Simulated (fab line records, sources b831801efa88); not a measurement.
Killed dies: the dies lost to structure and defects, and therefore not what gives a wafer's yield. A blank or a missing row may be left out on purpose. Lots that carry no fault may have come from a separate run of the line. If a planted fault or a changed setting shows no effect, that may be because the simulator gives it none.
Matching of chambers | flow gf180mcu | GF_V4_CVD_02 on pecvd-04: 3 sister chambers
The step deposits SiO2 from TEOS, target thk 850 nm, time 94.851 s. 14 wafers are shown with their chamber, then 7 later ones without.

EACH WAFER AND ITS CHAMBER
wafer  | chamber | heaterPowerW (W) | rfFwdPowerW (W)
L200.3 | 1       | 676              | 596.3
L200.5 | 1       | 546              | 595.9
L200.6 | 2       | 717              | 596.9
L203.2 | 0       | 617              | 597.1
L203.3 | 1       | 677              | 599.5
L203.5 | 0       | 662              | 598.3
L206.4 | 1       | 538              | 592.8
L206.5 | 2       | 745              | 595.1
L206.6 | 0       | 628              | 595.7
L210.1 | 0       | 604              | 597.0
L210.5 | 2       | 732              | 593.9
L210.6 | 1       | 537              | 598.5
L211.3 | 1       | 661              | 595.8
L211.4 | 0       | 658              | 596.9

SIGNATURES, as means of the wafers listed above
reading      | chamber 0 | chamber 1 | chamber 2 | scatter within a chamber
heaterPowerW | 633.80    | 605.83    | 731.33    | 51.3
rfFwdPowerW  | 597.000   | 596.467   | 595.300   | 1.8
Rule: for a wafer and a chamber, the distance is found by dividing, reading by reading, the gap between the wafer's reading and the chamber's mean by the reading's scatter, squaring, summing and taking the root. The wafer belongs to the nearest chamber; if the next one is less than 2 further off, it can't be placed. How the scatter is found: for the shown wafers, subtract from each reading the mean of its chamber, square and add these, divide the total by (wafers less chambers), then take the root.

WAFERS WITHOUT THEIR CHAMBER
wafer  | heaterPowerW (W) | rfFwdPowerW (W)
L211.5 | 552              | 596.5
L215.2 | 696              | 598.2
L215.3 | 603              | 596.6
L215.4 | 648              | 595.8
L220.2 | 607              | 597.0
L220.5 | 601              | 597.7
L220.6 | 702              | 595.6

WHICH CHAMBER EACH ONE RAN IN
wafer  | from the rows above          | in truth
L211.5 | can't be placed: 1 or 0      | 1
L215.2 | can't be placed: 0 or 2 or 1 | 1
L215.3 | can't be placed: 1 or 0      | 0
L215.4 | can't be placed: 0 or 1 or 2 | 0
L220.2 | can't be placed: 1 or 0      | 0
L220.5 | can't be placed: 1 or 0      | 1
L220.6 | can't be placed: 2 or 0 or 1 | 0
Correctly placed: 0 of 7. From these rows, 7 cannot be placed; in 7 the true chamber is one of the candidates. Placed wrongly: 0.
